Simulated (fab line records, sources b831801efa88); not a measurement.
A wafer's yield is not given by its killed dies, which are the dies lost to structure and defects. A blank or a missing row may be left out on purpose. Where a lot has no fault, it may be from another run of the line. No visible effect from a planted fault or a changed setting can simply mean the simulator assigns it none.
fab line records ; flow sky130
[record] lots = 24; wafers = 72; last_day = 50
route steps=708 shown FIELD_ISO@26 PWDE@54 POLY_GATE@218 SD_P@330 LOCAL_INTERCONNECT@399 CONTACT@421
lots with no fault: from the same line, run without faults
start_h: the number of hours between the record's first day and the start of the first shown wafer of the lot ; wait_h: hours since the lot's step before ; " as in the row above ; L1.1+2: a row that stands for several wafers ; - no value present, or no start provided ; * or withheld: withheld ; < > ~ a bound
route shown NAME@n: a module of which the file shows steps, and the number in the route of the first ; usual: mean/standard deviation taken from wafers without a fault ; same: alike in all rows ; chamber/n: place in a boat ; sites: per-site readings ; _std_site: their standard deviation ; _edge_site: mean of outer sites minus mean of inner sites ; radius_mm: for every site, how far away it sits from the centre of the wafer ; mask NAME#n: copy n ; behind: the last tool/chamber to shape the wafer ; hold: the reason the lot was held/the length of the hold in hours/how it ended ; device: the n, p or np transistor that did not switch ; end of line: the same wafers' tests at the end of the route ; a step given without rows: its recipe and nothing more ; killed: the dies lost at the first sort to structure and to defects; this is not the yield of the wafer ; map: a wafer's dies, marking killed ones x, the rest . and places with no die _
set.NAME: the setting as run; set.NAME@STEP: as run at that earlier step ; model.NAME: the simulator's own value behind a step, which no gauge read
the route's steps for a sample of lots (tables are steps, rows are wafers)
services: from which hour (start_h, from the record's first day; less than 0 if before it) a tool's chamber was out of use, for how many hours, and why
[[steps]]
[step SKY_FIELD_ISO_THK_MEAS_25]
[recipe] reads = SiO2_of_FIELD_ISO_CVD_24
[usual] FIELD_ISO_CVD_24_THK = 594/6.2
lot.wafer;tool;chamber;start_h;wait_h;FIELD_ISO_CVD_24_THK[nm]
L074.3;film_metro-01;-;30.97;0.1;583
L074.4;film_metro-01;-;30.97;0.1;599
L074.5;film_metro-01;-;30.97;0.1;581
L075.3;film_metro-01;-;35.88;0.1;605
L075.4;film_metro-01;-;35.88;0.1;599
L075.6;film_metro-01;-;35.88;0.1;594
L076.1;film_metro-01;-;41.77;0.0;597
L076.3;film_metro-01;-;41.77;0.0;585
L076.6;film_metro-01;-;41.77;0.0;592
L077.1;film_metro-01;-;49.32;0.0;585
L077.3;film_metro-01;-;49.32;0.0;591
L077.5;film_metro-01;-;49.32;0.0;580
L078.1;film_metro-01;-;56.31;0.0;587
L078.5;film_metro-01;-;56.31;0.0;589
L078.6;film_metro-01;-;56.31;0.0;601
L079.1;film_metro-01;-;60.33;0.0;598
L079.5;film_metro-01;-;60.33;0.0;597
L079.6;film_metro-01;-;60.33;0.0;594
L080.1;film_metro-03;-;62.91;0.0;594
L080.3;film_metro-03;-;62.91;0.0;592
L080.6;film_metro-03;-;62.91;0.0;594
L081.2;film_metro-03;-;68.50;0.0;590
L081.4;film_metro-03;-;68.50;0.0;590
L081.6;film_metro-03;-;68.50;0.0;596
L082.1;film_metro-01;-;76.68;0.0;596
L082.2;film_metro-01;-;76.68;0.0;599
L082.3;film_metro-01;-;76.68;0.0;596
L083.1;film_metro-01;-;81.95;0.1;590
L083.3;film_metro-01;-;81.95;0.1;592
L083.6;film_metro-01;-;81.95;0.1;592
L084.2;film_metro-03;-;85.08;0.0;594
L084.4;film_metro-03;-;85.08;0.0;596
L084.5;film_metro-03;-;85.08;0.0;588
L085.4;film_metro-03;-;87.97;0.0;596
L085.5;film_metro-03;-;87.97;0.0;595
L085.6;film_metro-03;-;87.97;0.0;605
L086.3;film_metro-01;-;94.40;0.1;593
L086.4;film_metro-01;-;94.40;0.1;591
L086.6;film_metro-01;-;94.40;0.1;583
L087.1;film_metro-03;-;98.12;0.0;602
L087.4;film_metro-03;-;98.12;0.0;602
L087.6;film_metro-03;-;98.12;0.0;592
L088.1;film_metro-01;-;104.86;0.0;598
L088.2;film_metro-01;-;104.86;0.0;593
L088.3;film_metro-01;-;104.86;0.0;589
L089.2;film_metro-03;-;109.62;0.0;597
L089.4;film_metro-03;-;109.62;0.0;592
L089.6;film_metro-03;-;109.62;0.0;593
L090.1;film_metro-03;-;114.94;0.0;591
L090.2;film_metro-03;-;114.94;0.0;593
L090.4;film_metro-03;-;114.94;0.0;595
L091.2;film_metro-01;-;121.23;0.0;592
L091.3;film_metro-01;-;121.23;0.0;595
L091.5;film_metro-01;-;121.23;0.0;594
L092.1;film_metro-03;-;126.08;0.0;597
L092.5;film_metro-03;-;126.08;0.0;588
L092.6;film_metro-03;-;126.08;0.0;600
L093.1;film_metro-02;-;130.18;0.0;599
L093.4;film_metro-02;-;130.18;0.0;589
L093.5;film_metro-02;-;130.18;0.0;602
L094.2;film_metro-01;-;137.95;0.0;598
L094.4;film_metro-01;-;137.95;0.0;595
L094.5;film_metro-01;-;137.95;0.0;595
L095.1;film_metro-01;-;141.71;0.0;585
L095.3;film_metro-01;-;141.71;0.0;585
L095.6;film_metro-01;-;141.71;0.0;588
L096.3;film_metro-02;-;147.21;0.1;605
L096.4;film_metro-02;-;147.21;0.1;602
L096.6;film_metro-02;-;147.21;0.1;604
L097.4;film_metro-01;-;152.94;0.0;595
L097.5;film_metro-01;-;152.94;0.0;589
L097.6;film_metro-01;-;152.94;0.0;598
[step SKY_PWDE_STRIP_09]
[recipe] chemistry = O2/N2; power_w = 1400; pressure_mtorr = 1500; platen_temp_c = withheld; o2_flow_sccm = 3000; n2_flow_sccm = 300; overash_fraction = 0.5
[usual] drypump_motor_current_A = 5.3/0.31; oes_product_au = 0.722/0.0044; strip_time_to_endpoint_s = 36.96/0.089
lot.wafer;tool;chamber;start_h;wait_h;drypump_motor_current_A;oes_product_au;rf_hours_counter_h;strip_time_to_endpoint_s
L074.3;plasma_asher-04;1;67.41;0.1;5.6;0.714;-;36.92
L074.4;plasma_asher-04;0;67.41;0.1;5.3;0.728;-;37.01
L074.5;plasma_asher-04;0;67.41;0.1;5.3;0.722;-;37.02
L075.3;plasma_asher-04;0;71.26;0.1;5.3;0.721;-;36.93
L075.4;plasma_asher-04;1;71.26;0.1;5.6;0.726;-;37.12
L075.6;plasma_asher-04;1;71.26;0.1;5.6;0.719;-;37.04
L076.1;plasma_asher-04;1;77.20;0.1;5.6;0.718;40;36.93
L076.3;plasma_asher-04;0;77.20;0.1;5.3;0.719;-;36.82
L076.6;plasma_asher-04;1;77.20;0.1;5.6;0.717;-;36.77
L077.1;plasma_asher-04;1;90.50;0.1;5.6;0.721;41;36.88
L077.3;plasma_asher-04;0;90.50;0.1;5.3;0.722;-;36.92
L077.5;plasma_asher-04;0;90.50;0.1;5.3;0.716;-;36.98
L078.1;plasma_asher-03;0;100.55;0.1;4.8;0.723;42;37.02
L078.5;plasma_asher-03;1;100.55;0.1;5.5;0.719;-;36.91
L078.6;plasma_asher-03;0;100.55;0.1;4.8;0.721;-;36.95
L079.1;plasma_asher-03;0;102.68;0.1;4.8;0.723;42;36.97
L079.5;plasma_asher-03;1;102.68;0.1;5.5;0.716;-;37.05
L079.6;plasma_asher-03;0;102.68;0.1;4.8;0.719;-;36.96
L080.1;plasma_asher-03;1;105.24;0.1;5.5;0.722;42;36.98
L080.3;plasma_asher-03;1;105.24;0.1;5.5;0.715;-;36.93
L080.6;plasma_asher-03;0;105.24;0.1;4.8;0.714;-;36.89
L081.2;plasma_asher-03;0;109.78;0.1;4.8;0.725;43;36.85
L081.4;plasma_asher-03;1;109.78;0.1;5.5;0.720;-;36.87
L081.6;plasma_asher-03;0;109.78;0.1;4.8;0.728;-;36.85
L082.1;plasma_asher-04;0;116.34;0.1;5.3;0.728;44;36.92
L082.2;plasma_asher-04;1;116.34;0.1;5.6;0.727;44;36.98
L082.3;plasma_asher-04;1;116.34;0.1;5.6;0.729;-;36.94
L083.1;plasma_asher-04;0;125.23;0.1;5.3;0.721;45;36.94
L083.3;plasma_asher-04;0;125.23;0.1;5.3;0.721;-;36.86
L083.6;plasma_asher-04;0;125.23;0.1;5.3;0.721;-;37.01
L084.2;plasma_asher-01;1;125.88;0.1;5.2;0.720;1;37.05
L084.4;plasma_asher-01;0;125.88;0.1;5.5;0.726;-;37.07
L084.5;plasma_asher-01;1;125.88;0.1;5.2;0.715;-;37.12
L085.4;plasma_asher-04;0;127.96;0.1;5.3;0.725;-;37.04
L085.5;plasma_asher-04;1;127.96;0.1;5.6;0.722;-;36.87
L085.6;plasma_asher-04;0;127.96;0.1;5.3;0.722;-;37.09
L086.3;plasma_asher-03;1;137.31;0.1;5.5;0.727;-;36.88
L086.4;plasma_asher-03;0;137.31;0.1;4.8;0.716;-;36.95
L086.6;plasma_asher-03;1;137.31;0.1;5.5;0.720;-;36.82
L087.1;plasma_asher-03;1;142.13;0.1;5.5;0.720;46;36.87
L087.4;plasma_asher-03;0;142.13;0.1;4.8;0.726;-;36.76
L087.6;plasma_asher-03;1;142.13;0.1;5.5;0.723;-;36.79
L088.1;plasma_asher-04;1;149.54;0.1;5.6;0.725;47;36.95
L088.2;plasma_asher-04;0;149.54;0.1;5.3;0.723;47;36.99
L088.3;plasma_asher-04;1;149.54;0.1;5.6;0.727;-;36.85
L089.2;plasma_asher-03;1;155.23;0.1;5.5;0.719;47;36.86
L089.4;plasma_asher-03;0;155.23;0.1;4.8;0.718;-;37.00
L089.6;plasma_asher-03;1;155.23;0.1;5.5;0.713;-;36.84
L090.1;plasma_asher-03;1;160.39;0.1;5.5;0.726;48;36.96
L090.2;plasma_asher-03;0;160.39;0.1;4.8;0.730;48;36.99
L090.4;plasma_asher-03;0;160.39;0.1;4.8;0.721;-;36.94
L091.2;plasma_asher-04;0;167.78;0.1;5.3;0.724;49;36.97
L091.3;plasma_asher-04;0;167.78;0.1;5.3;0.721;-;37.02
L091.5;plasma_asher-04;1;167.78;0.1;5.6;0.721;-;37.06
L092.1;plasma_asher-04;0;171.98;0.1;5.3;0.725;49;37.07
L092.5;plasma_asher-04;1;171.98;0.1;5.6;0.720;-;37.08
L092.6;plasma_asher-04;0;171.98;0.1;5.3;0.725;-;37.22
L093.1;plasma_asher-03;0;174.94;0.1;4.8;0.725;49;37.15
L093.4;plasma_asher-03;0;174.94;0.1;4.8;0.717;-;37.11
L093.5;plasma_asher-03;0;174.94;0.1;4.8;0.719;-;37.08
L094.2;plasma_asher-01;0;185.98;0.1;5.5;0.720;6;36.90
L094.4;plasma_asher-01;0;185.98;0.1;5.5;0.718;-;36.93
L094.5;plasma_asher-01;1;185.98;0.1;5.2;0.726;-;36.92
L095.1;plasma_asher-04;1;191.62;0.1;5.6;0.717;51;36.97
L095.3;plasma_asher-04;0;191.62;0.1;5.3;0.724;-;36.98
L095.6;plasma_asher-04;0;191.62;0.1;5.3;0.716;-;36.93
L096.3;plasma_asher-03;0;196.18;0.1;4.8;0.717;-;37.04
L096.4;plasma_asher-03;1;196.18;0.1;5.5;0.726;-;37.12
L096.6;plasma_asher-03;1;196.18;0.1;5.5;0.728;-;37.06
L097.4;plasma_asher-03;0;199.76;0.1;4.8;0.716;-;36.84
L097.5;plasma_asher-03;1;199.76;0.1;5.5;0.725;-;36.92
L097.6;plasma_asher-03;0;199.76;0.1;4.8;0.722;-;36.97
[step SKY_POLY_GATE_THK_MEAS_04]
[recipe] reads = Si3N4_of_POLY_GATE_CVD_03
[usual] POLY_GATE_CVD_03_THK = 75.3/0.72
lot.wafer;tool;chamber;start_h;wait_h;POLY_GATE_CVD_03_THK[nm]
L074.3;film_metro-03;-;346.31;0.0;75.4
L074.4;film_metro-03;-;346.31;0.0;74.4
L074.5;film_metro-03;-;346.31;0.0;74.5
L075.3;film_metro-02;-;348.14;0.0;75.7
L075.4;film_metro-02;-;348.14;0.0;76.1
L075.6;film_metro-02;-;348.14;0.0;76.1
L076.1;film_metro-02;-;356.70;0.0;75.2
L076.3;film_metro-02;-;356.70;0.0;75.2
L076.6;film_metro-02;-;356.70;0.0;74.7
L077.1;film_metro-02;-;378.21;0.0;75.9
L077.3;film_metro-02;-;378.21;0.0;76.6
L077.5;film_metro-02;-;378.21;0.0;76.0
L078.1;film_metro-02;-;392.51;0.0;74.3
L078.5;film_metro-02;-;392.51;0.0;74.9
L078.6;film_metro-02;-;392.51;0.0;74.3
L079.1;film_metro-02;-;397.96;0.0;74.5
L079.5;film_metro-02;-;397.96;0.0;74.2
L079.6;film_metro-02;-;397.96;0.0;74.0
L080.1;film_metro-04;-;403.36;0.0;75.1
L080.3;film_metro-04;-;403.36;0.0;75.2
L080.6;film_metro-04;-;403.36;0.0;75.6
L081.2;film_metro-02;-;413.94;0.0;76.1
L081.4;film_metro-02;-;413.94;0.0;75.4
L081.6;film_metro-02;-;413.94;0.0;76.6
L082.1;film_metro-03;-;426.31;0.0;73.9
L082.2;film_metro-03;-;426.31;0.0;73.6
L082.3;film_metro-03;-;426.31;0.0;73.8
L083.1;film_metro-02;-;435.96;0.0;73.8
L083.3;film_metro-02;-;435.96;0.0;74.1
L083.6;film_metro-02;-;435.96;0.0;74.2
L084.2;film_metro-03;-;435.97;0.0;75.4
L084.4;film_metro-03;-;435.97;0.0;75.3
L084.5;film_metro-03;-;435.97;0.0;75.3
L085.4;film_metro-03;-;442.52;0.0;75.6
L085.5;film_metro-03;-;442.52;0.0;75.4
L085.6;film_metro-03;-;442.52;0.0;74.9
L086.3;film_metro-03;-;449.87;0.0;75.0
L086.4;film_metro-03;-;449.87;0.0;75.1
L086.6;film_metro-03;-;449.87;0.0;75.8
L087.1;film_metro-02;-;454.55;0.0;76.0
L087.4;film_metro-02;-;454.55;0.0;75.8
L087.6;film_metro-02;-;454.55;0.0;75.8
L088.1;film_metro-02;-;472.51;0.0;75.1
L088.2;film_metro-02;-;472.51;0.0;75.3
L088.3;film_metro-02;-;472.51;0.0;75.6
L089.2;film_metro-03;-;475.05;0.0;75.8
L089.4;film_metro-03;-;475.05;0.0;75.5
L089.6;film_metro-03;-;475.05;0.0;76.6
L090.1;film_metro-04;-;484.51;0.0;75.4
L090.2;film_metro-04;-;484.51;0.0;75.5
L090.4;film_metro-04;-;484.51;0.0;75.0
L091.2;film_metro-03;-;494.63;0.0;74.2
L091.3;film_metro-03;-;494.63;0.0;74.1
L091.5;film_metro-03;-;494.63;0.0;75.1
L092.1;film_metro-02;-;499.96;0.0;75.8
L092.5;film_metro-02;-;499.96;0.0;75.4
L092.6;film_metro-02;-;499.96;0.0;75.8
L093.1;film_metro-03;-;505.51;0.0;74.5
L093.4;film_metro-03;-;505.51;0.0;74.6
L093.5;film_metro-03;-;505.51;0.0;74.4
L094.2;film_metro-03;-;522.27;0.0;76.1
L094.4;film_metro-03;-;522.27;0.0;76.3
L094.5;film_metro-03;-;522.27;0.0;76.0
L095.1;film_metro-04;-;531.95;0.0;75.8
L095.3;film_metro-04;-;531.95;0.0;75.6
L095.6;film_metro-04;-;531.95;0.0;75.8
L096.3;film_metro-02;-;535.63;0.0;75.8
L096.4;film_metro-02;-;535.63;0.0;75.6
L096.6;film_metro-02;-;535.63;0.0;75.8
L097.4;film_metro-04;-;547.45;0.0;75.7
L097.5;film_metro-04;-;547.45;0.0;75.4
L097.6;film_metro-04;-;547.45;0.0;76.5
[step SKY_SD_P_STRIP_10]
[recipe] chemistry = O2/N2; power_w = 1400; pressure_mtorr = 1500; platen_temp_c = withheld; o2_flow_sccm = 3000; n2_flow_sccm = 300; overash_fraction = 0.5
[usual] drypump_motor_current_A = 5.7/0.44; oes_product_au = 0.617/0.0047; strip_time_to_endpoint_s = 17.49/0.034
lot.wafer;tool;chamber;start_h;wait_h;drypump_motor_current_A;oes_product_au;rf_hours_counter_h;strip_time_to_endpoint_s
L074.3;plasma_asher-02;0;590.93;0.1;6.0;0.616;-;17.49
L074.4;plasma_asher-02;1;590.93;0.1;6.1;0.617;-;17.48
L074.5;plasma_asher-02;0;590.93;0.1;6.0;0.615;-;17.48
L075.3;plasma_asher-02;1;592.48;0.1;6.1;0.619;-;17.50
L075.4;plasma_asher-02;0;592.48;0.1;5.9;0.616;-;17.53
L075.6;plasma_asher-02;0;592.48;0.1;6.0;0.619;-;17.52
L076.1;plasma_asher-02;1;604.50;0.1;6.1;0.618;83;17.48
L076.3;plasma_asher-02;0;604.50;0.1;6.0;0.623;-;17.50
L076.6;plasma_asher-02;1;604.50;0.1;6.1;0.612;-;17.53
L077.1;plasma_asher-04;0;625.84;0.1;5.3;0.617;20;17.50
L077.3;plasma_asher-04;1;625.84;0.1;5.6;0.613;-;17.54
L077.5;plasma_asher-04;0;625.84;0.1;5.3;0.616;-;17.52
L078.1;plasma_asher-03;0;640.59;0.1;4.8;0.613;95;17.48
L078.5;plasma_asher-03;0;640.59;0.1;4.8;0.615;-;17.50
L078.6;plasma_asher-03;1;640.59;0.1;5.5;0.613;-;17.48
L079.1;plasma_asher-04;1;644.54;0.1;5.6;0.614;22;17.42
L079.5;plasma_asher-04;0;644.54;0.1;5.3;0.614;-;17.42
L079.6;plasma_asher-04;1;644.54;0.1;5.6;0.615;-;17.45
L080.1;plasma_asher-03;0;648.99;0.2;4.8;0.614;96;17.52
L080.3;plasma_asher-03;1;648.99;0.2;5.5;0.607;-;17.53
L080.6;plasma_asher-03;1;648.99;0.2;5.5;0.620;-;17.52
L081.2;plasma_asher-02;0;658.19;0.1;6.0;0.617;88;17.49
L081.4;plasma_asher-02;0;658.19;0.1;6.0;0.617;-;17.48
L081.6;plasma_asher-02;0;658.19;0.1;6.0;0.611;-;17.47
L082.1;plasma_asher-04;1;671.04;0.1;5.6;0.615;24;17.53
L082.2;plasma_asher-04;0;671.04;0.1;5.3;0.625;24;17.51
L082.3;plasma_asher-04;1;671.04;0.1;5.6;0.625;-;17.55
L083.1;plasma_asher-04;0;679.20;0.1;5.3;0.625;25;17.50
L083.3;plasma_asher-04;0;679.20;0.1;5.3;0.625;-;17.49
L083.6;plasma_asher-04;1;679.20;0.1;5.6;0.617;-;17.51
L084.2;plasma_asher-04;1;681.69;0.1;5.6;0.621;25;17.47
L084.4;plasma_asher-04;1;681.69;0.1;5.6;0.617;-;17.51
L084.5;plasma_asher-04;1;681.69;0.1;5.6;0.619;-;17.47
L085.4;plasma_asher-02;0;701.98;0.1;6.0;0.614;-;17.46
L085.5;plasma_asher-02;1;701.98;0.1;6.1;0.614;-;17.52
L085.6;plasma_asher-02;0;701.98;0.1;6.0;0.614;-;17.50
L087.1;plasma_asher-02;0;702.24;0.1;6.0;0.607;92;17.48
L087.4;plasma_asher-02;1;702.24;0.1;6.1;0.627;-;17.47
L087.6;plasma_asher-02;0;702.24;0.1;6.0;0.619;-;17.44
L086.3;plasma_asher-03;0;702.53;0.1;4.8;0.615;-;17.48
L086.4;plasma_asher-03;1;702.53;0.1;5.5;0.612;-;17.52
L086.6;plasma_asher-03;1;702.53;0.1;5.5;0.616;-;17.49
L088.1;plasma_asher-03;0;713.49;0.1;4.8;0.613;103;17.50
L088.2;plasma_asher-03;1;713.49;0.1;5.5;0.627;103;17.51
L088.3;plasma_asher-03;1;713.49;0.1;5.5;0.620;-;17.54
L089.2;plasma_asher-03;0;713.79;0.1;4.8;0.619;103;17.50
L089.4;plasma_asher-03;0;713.79;0.1;4.8;0.624;-;17.48
L089.6;plasma_asher-03;0;713.79;0.1;4.8;0.620;-;17.49
L090.1;plasma_asher-02;0;722.39;0.1;6.0;0.624;95;17.45
L090.2;plasma_asher-02;1;722.39;0.1;6.1;0.609;95;17.41
L090.4;plasma_asher-02;1;722.39;0.1;6.1;0.618;-;17.44
L091.2;plasma_asher-03;1;732.09;0.1;5.5;0.614;104;17.49
L091.3;plasma_asher-03;0;732.09;0.1;4.8;0.615;-;17.51
L091.5;plasma_asher-03;0;732.09;0.1;4.8;0.621;-;17.49
L092.1;plasma_asher-02;1;736.99;0.1;6.1;0.616;97;17.54
L092.5;plasma_asher-02;1;736.99;0.1;6.1;0.615;-;17.50
L092.6;plasma_asher-02;0;736.99;0.1;5.9;0.619;-;17.52
L093.1;plasma_asher-04;1;741.25;0.1;5.6;0.622;30;17.47
L093.4;plasma_asher-04;1;741.25;0.1;5.6;0.619;-;17.45
L093.5;plasma_asher-04;1;741.25;0.1;5.6;0.620;-;17.46
L094.2;plasma_asher-04;1;756.74;0.1;5.6;0.610;31;17.45
L094.4;plasma_asher-04;1;756.74;0.1;5.6;0.615;-;17.54
L094.5;plasma_asher-04;0;756.74;0.1;5.3;0.613;-;17.49
L095.1;plasma_asher-02;0;764.14;0.1;6.0;0.618;100;17.50
L095.3;plasma_asher-02;0;764.14;0.1;6.0;0.623;-;17.52
L095.6;plasma_asher-02;0;764.14;0.1;6.0;0.623;-;17.51
L096.3;plasma_asher-02;1;770.68;0.1;6.1;0.610;-;17.53
L096.4;plasma_asher-02;0;770.68;0.1;6.0;0.616;-;17.56
L096.6;plasma_asher-02;0;770.68;0.1;6.0;0.616;-;17.55
L097.4;plasma_asher-02;1;783.73;0.1;6.1;0.618;-;17.50
L097.5;plasma_asher-02;1;783.73;0.1;6.1;0.616;-;17.56
L097.6;plasma_asher-02;0;783.73;0.1;6.0;0.606;-;17.46
[step SKY_LOCAL_INTERCONNECT_OVL_MEAS_12]
[usual] LOCAL_INTERCONNECT_OVL = 2/6.5
lot.wafer;tool;chamber;start_h;wait_h;LOCAL_INTERCONNECT_OVL[nm]
L074.3;overlay-01;-;705.82;0.1;2
L074.4;overlay-01;-;705.82;0.1;3
L074.5;overlay-01;-;705.82;0.1;6
L075.3;overlay-02;-;708.29;0.1;6
L075.4;overlay-02;-;708.29;0.1;7
L075.6;overlay-02;-;708.29;0.1;9
L076.1;overlay-01;-;720.16;0.1;0
L076.3;overlay-01;-;720.16;0.1;-3
L076.6;overlay-01;-;720.16;0.1;14
L077.1;overlay-01;-;740.21;0.1;-12
L077.3;overlay-01;-;740.21;0.1;-6
L077.5;overlay-01;-;740.21;0.1;-6
L078.1;overlay-01;-;757.17;0.1;3
L078.5;overlay-01;-;757.17;0.1;2
L078.6;overlay-01;-;757.17;0.1;12
L079.1;overlay-01;-;759.51;0.1;4
L079.5;overlay-01;-;759.51;0.1;1
L079.6;overlay-01;-;759.51;0.1;9
L080.1;overlay-02;-;762.87;0.1;7
L080.3;overlay-02;-;762.87;0.1;-6
L080.6;overlay-02;-;762.87;0.1;-3
L081.2;overlay-02;-;774.11;0.1;-3
L081.4;overlay-02;-;774.11;0.1;1
L081.6;overlay-02;-;774.11;0.1;3
L082.1;overlay-02;-;785.11;0.1;6
L082.2;overlay-02;-;785.11;0.1;5
L082.3;overlay-02;-;785.11;0.1;-2
L083.1;overlay-02;-;791.41;0.1;-6
L083.3;overlay-02;-;791.41;0.1;-7
L083.6;overlay-02;-;791.41;0.1;-3
L084.2;overlay-01;-;794.33;0.1;-17
L084.4;overlay-01;-;794.33;0.1;-7
L084.5;overlay-01;-;794.33;0.1;2
L085.4;overlay-01;-;813.94;0.1;10
L085.5;overlay-01;-;813.94;0.1;10
L085.6;overlay-01;-;813.94;0.1;3
L087.1;overlay-02;-;814.57;0.1;4
L087.4;overlay-02;-;814.57;0.1;16
L087.6;overlay-02;-;814.57;0.1;15
L086.3;overlay-01;-;815.62;0.1;-14
L086.4;overlay-01;-;815.62;0.1;4
L086.6;overlay-01;-;815.62;0.1;-10
L088.1;overlay-02;-;823.12;0.1;-1
L088.2;overlay-02;-;823.12;0.1;11
L088.3;overlay-02;-;823.12;0.1;8
L089.2;overlay-02;-;824.26;0.1;-2
L089.4;overlay-02;-;824.26;0.1;2
L089.6;overlay-02;-;824.26;0.1;-6
L090.1;overlay-01;-;831.41;0.1;9
L090.2;overlay-01;-;831.41;0.1;-3
L090.4;overlay-01;-;831.41;0.1;0
L091.2;overlay-01;-;842.03;0.1;11
L091.3;overlay-01;-;842.03;0.1;-1
L091.5;overlay-01;-;842.03;0.1;7
L092.1;overlay-01;-;846.61;0.1;-4
L092.5;overlay-01;-;846.61;0.1;1
L092.6;overlay-01;-;846.61;0.1;-12
L093.1;overlay-01;-;850.46;0.1;4
L093.4;overlay-01;-;850.46;0.1;-6
L093.5;overlay-01;-;850.46;0.1;-2
L094.2;overlay-01;-;866.11;0.1;5
L094.4;overlay-01;-;866.11;0.1;1
L094.5;overlay-01;-;866.11;0.1;5
L095.1;overlay-02;-;872.87;0.1;7
L095.3;overlay-02;-;872.87;0.1;6
L095.6;overlay-02;-;872.87;0.1;0
L096.3;overlay-01;-;879.27;0.1;3
L096.4;overlay-01;-;879.27;0.1;4
L096.6;overlay-01;-;879.27;0.1;2
L097.4;overlay-01;-;891.14;0.1;0
L097.5;overlay-01;-;891.14;0.1;0
L097.6;overlay-01;-;891.14;0.1;-6
[step SKY_CONTACT_OVL_MEAS_15]
[usual] CONTACT_OVL = 0/6.4
lot.wafer;tool;chamber;start_h;wait_h;CONTACT_OVL[nm]
L074.3;overlay-02;-;734.74;0.1;5
L074.4;overlay-02;-;734.74;0.1;1
L074.5;overlay-02;-;734.74;0.1;-3
L075.3;overlay-02;-;736.69;0.1;3
L075.4;overlay-02;-;736.69;0.1;3
L075.6;overlay-02;-;736.69;0.1;3
L076.1;overlay-02;-;747.73;0.1;2
L076.3;overlay-02;-;747.73;0.1;6
L076.6;overlay-02;-;747.73;0.1;-4
L077.1;overlay-02;-;768.82;0.1;-11
L077.3;overlay-02;-;768.82;0.1;-2
L077.5;overlay-02;-;768.82;0.1;-7
L078.1;overlay-01;-;785.46;0.1;10
L078.5;overlay-01;-;785.46;0.1;13
L078.6;overlay-01;-;785.46;0.1;10
L079.1;overlay-02;-;788.53;0.1;-11
L079.5;overlay-02;-;788.53;0.1;0
L079.6;overlay-02;-;788.53;0.1;2
L080.1;overlay-01;-;791.62;0.1;4
L080.3;overlay-01;-;791.62;0.1;5
L080.6;overlay-01;-;791.62;0.1;5
L081.2;overlay-02;-;802.01;0.1;-15
L081.4;overlay-02;-;802.01;0.1;-12
L081.6;overlay-02;-;802.01;0.1;-14
L082.1;overlay-01;-;813.22;0.1;10
L082.2;overlay-01;-;813.22;0.1;-3
L082.3;overlay-01;-;813.22;0.1;16
L083.1;overlay-01;-;819.32;0.1;-6
L083.3;overlay-01;-;819.32;0.1;-9
L083.6;overlay-01;-;819.32;0.1;5
L084.2;overlay-02;-;821.88;0.1;5
L084.4;overlay-02;-;821.88;0.1;5
L084.5;overlay-02;-;821.88;0.1;6
L085.4;overlay-02;-;841.89;0.1;-6
L085.5;overlay-02;-;841.89;0.1;-7
L085.6;overlay-02;-;841.89;0.1;-2
L087.1;overlay-01;-;842.37;0.1;-3
L087.4;overlay-01;-;842.37;0.1;3
L087.6;overlay-01;-;842.37;0.1;-2
L086.3;overlay-02;-;842.77;0.1;-9
L086.4;overlay-02;-;842.77;0.1;1
L086.6;overlay-02;-;842.77;0.1;-5
L088.1;overlay-02;-;850.81;0.1;4
L088.2;overlay-02;-;850.81;0.1;-4
L088.3;overlay-02;-;850.81;0.1;-3
L089.2;overlay-02;-;852.98;0.1;4
L089.4;overlay-02;-;852.98;0.1;3
L089.6;overlay-02;-;852.98;0.1;1
L090.1;overlay-02;-;859.12;0.1;-6
L090.2;overlay-02;-;859.12;0.1;-8
L090.4;overlay-02;-;859.12;0.1;-8
L091.2;overlay-02;-;869.38;0.1;-3
L091.3;overlay-02;-;869.38;0.1;-9
L091.5;overlay-02;-;869.38;0.1;-2
L092.1;overlay-01;-;873.16;0.1;3
L092.5;overlay-01;-;873.16;0.1;-4
L092.6;overlay-01;-;873.16;0.1;5
L093.1;overlay-01;-;877.71;0.1;4
L093.4;overlay-01;-;877.71;0.1;5
L093.5;overlay-01;-;877.71;0.1;-2
L094.2;overlay-01;-;893.51;0.1;-5
L094.4;overlay-01;-;893.51;0.1;-3
L094.5;overlay-01;-;893.51;0.1;7
L095.1;overlay-01;-;899.83;0.1;6
L095.3;overlay-01;-;899.83;0.1;2
L095.6;overlay-01;-;899.83;0.1;3
L096.3;overlay-02;-;906.49;0.1;2
L096.4;overlay-02;-;906.49;0.1;-9
L096.6;overlay-02;-;906.49;0.1;-15
L097.4;overlay-01;-;917.64;0.1;4
L097.5;overlay-01;-;917.64;0.1;6
L097.6;overlay-01;-;917.64;0.1;2
[[services]]
tool;chamber;start_h;hours;kind
plasma_asher-01;-;54.02;22.2;pm
plasma_asher-01;-;108.75;9.0;pm
plasma_asher-03;-;142.37;0.4;repair
plasma_asher-01;-;144.33;2.0;repair
plasma_asher-01;-;190.93;14.6;pm
plasma_asher-04;-;271.91;1.8;repair
plasma_asher-01;-;302.82;9.1;repair
plasma_asher-04;-;320.34;2.8;pm
plasma_asher-01;-;344.79;1.6;repair
plasma_asher-03;-;389.21;2.8;pm
plasma_asher-04;-;390.24;4.9;repair
plasma_asher-03;-;411.87;3.5;repair
plasma_asher-03;-;414.26;3.5;repair
plasma_asher-04;-;421.25;9.0;pm
plasma_asher-04;-;423.26;0.4;repair
plasma_asher-03;-;463.72;1.2;repair
plasma_asher-01;-;535.73;6.1;repair
plasma_asher-01;-;559.72;3.9;repair
plasma_asher-02;-;582.04;4.4;repair
plasma_asher-02;-;680.40;2.8;pm
plasma_asher-04;-;700.29;14.6;pm
plasma_asher-03;-;718.22;13.1;repair
plasma_asher-03;-;733.75;9.0;pm
plasma_asher-02;-;757.55;0.7;repair
[[key]]
fault none
